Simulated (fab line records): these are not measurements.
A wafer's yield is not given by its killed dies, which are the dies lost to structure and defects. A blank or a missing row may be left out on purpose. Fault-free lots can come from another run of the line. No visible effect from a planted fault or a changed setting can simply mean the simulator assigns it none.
Matching of chambers ; flow gf180mcu ; GF_V4_CVD_02 on pecvd-01: 3 sister chambers
The step deposits SiO2 from TEOS, target thk 850 nm, time 94.851 s. 14 wafers are shown with their chamber, then 7 later ones without.

WAFERS WITH THEIR CHAMBER
wafer;chamber;heater_power_outer_w (W);heater_power_w (W)
L739.4;1;362;666
L739.5;2;287;545
L739.6;0;414;682
L742.1;2;224;458
L742.3;1;486;844
L742.4;2;260;501
L746.2;2;282;523
L746.3;0;382;624
L746.5;0;432;680
L751.3;1;491;848
L751.4;2;282;533
L751.5;0;465;713
L756.2;1;399;696
L756.3;2;292;558

SIGNATURES, as means of the wafers listed above
reading;chamber 0;chamber 1;chamber 2;scatter within a chamber
heater_power_outer_w;423.25;434.50;271.17;41.8
heater_power_w;674.75;763.50;519.67;59
Rule: for each reading, subtract the chamber's mean from the wafer's reading, divide by that reading's scatter and square the result; add these up over the readings and take the root, which gives the wafer's distance from the chamber. The wafer belongs to the nearest chamber; if the next one is less than 2 further off, it can't be placed. The scatter is the square root of a quotient: the sum, over the shown wafers, of each reading's squared deviation from its chamber's mean, divided by wafers minus chambers.

WAFERS WITHOUT THEIR CHAMBER
wafer;heater_power_outer_w (W);heater_power_w (W)
L756.5;438;671
L757.2;448;711
L757.4;477;756
L757.5;291;550
L760.1;289;535
L760.5;300;547
L760.6;494;827

CHAMBER TAKEN BY EACH
wafer;from the rows above;in truth
L756.5;can't be placed: 0 or 1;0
L757.2;can't be placed: 0 or 1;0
L757.4;can't be placed: 1 or 0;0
L757.5;2;2
L760.1;2;2
L760.5;2;2
L760.6;can't be placed: 1 or 0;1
3 of 7 placed correctly. Not placeable from these rows: 4 (in 4, the candidates include the true chamber). 0 placed wrongly.
